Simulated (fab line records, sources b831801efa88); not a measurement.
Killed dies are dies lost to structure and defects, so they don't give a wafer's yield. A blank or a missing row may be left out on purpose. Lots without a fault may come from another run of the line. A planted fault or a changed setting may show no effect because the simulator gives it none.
Problem report in the 8D (eight disciplines) form, filled by code | flow gf180mcu | the parts of the form that need people (team, actions taken, sign-off) are left out

1. THE PROBLEM
susceptor_temp_C at GF_V3_CVD_23 reads a mean of 402.64 C on 4 wafers of 3 lots; wafers without a fault read 399.99 C with a standard deviation of 0.23. That is +12 standard deviations from the usual mean.
The step: deposits W, target thk 350 nm, time 104.9 s.
First seen on wafer L359.2, day 26 08:07, on cvd_w-02. The record holds 36 wafers of 12 lots with a number at this step. Rule for "out", or "out of limits": more than 4 standard deviations from the usual mean. The other wafers with a number count as sound.

2. WHAT IT IS AND WHAT IT IS NOT
question                    | is                             | is not
which readings at this step | susceptor_temp_C               | heater_power_w
which lots                  | L359, L360, L362               | L348, L349, L353, L355, L365, L366, L367, L370, L371
which wafers of those lots  | L359.2, L359.5, L360.4, L362.3 | L359.6, L360.2, L360.6, L362.1, L362.6
read on which tools         | cvd_w-02                       | cvd_w-01
when                        | from day 26 08:07              | up to then (13 sound wafers); but 19 sound wafers of L360, L362, L365, L366, L367, L370, L371 came after

3. SUSPECTS, AND WHAT RULES EACH OUT
Counting: a tool at a process step up to the reading stays a suspect if it ran every lot that is out. Sound lots after the first of them don't rule it out here, since some wafers of a struck lot are sound.
- cvd_w-02 at GF_V3_CVD_23 (deposits W, target thk 350 nm, time 104.9 s): kept. It ran every lot that is out, first L359 (day 26 08:07); its last sound lot up to then is L349 (day 22 13:17). Its own readings are out on those wafers: susceptor_temp_C.
- Within cvd_w-02 at GF_V3_CVD_23: the wafers that are out ran in chamber 1; their sound lot-mates ran in chamber 0.
Left after counting: cvd_w-02 at GF_V3_CVD_23.

4. THE CAUSE (what the simulator had put in)
Process parameter drift: cvd_w-02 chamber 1, from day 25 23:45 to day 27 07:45, at GF_V3_CVD_23. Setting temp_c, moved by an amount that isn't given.
Counting left only this tool.

5. THE CHAIN OF EFFECTS, in route order
Each row: a reading whose mean over the struck wafers that have a number lies more than 3 standard deviations from the usual. Only readings for which the record gives a usual standard deviation are gone through. hours: the time from each lot's start at the first step in this table that gives one to its start at this step, as a median over the lots. sigmas: the change in usual standard deviations.
hours | step         | reading          | usual    | on struck wafers | change | sigmas
0     | GF_V3_CVD_23 | susceptor_temp_C | 399.99 C | 402.64           | +2.65  | +12
The process steps in it:
- GF_V3_CVD_23: deposits W, target thk 350 nm, time 104.9 s.
Later measuring or inspecting steps at which every struck wafer that the step has a row for has a number for every such reading, and none has moved that far: GF_V3_THK_MEAS_25.

6. WHAT WOULD HAVE CAUGHT IT SOONER
In this record the first reading out of limits was taken at day 26 08:07, 8 hours after the fault began at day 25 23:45.
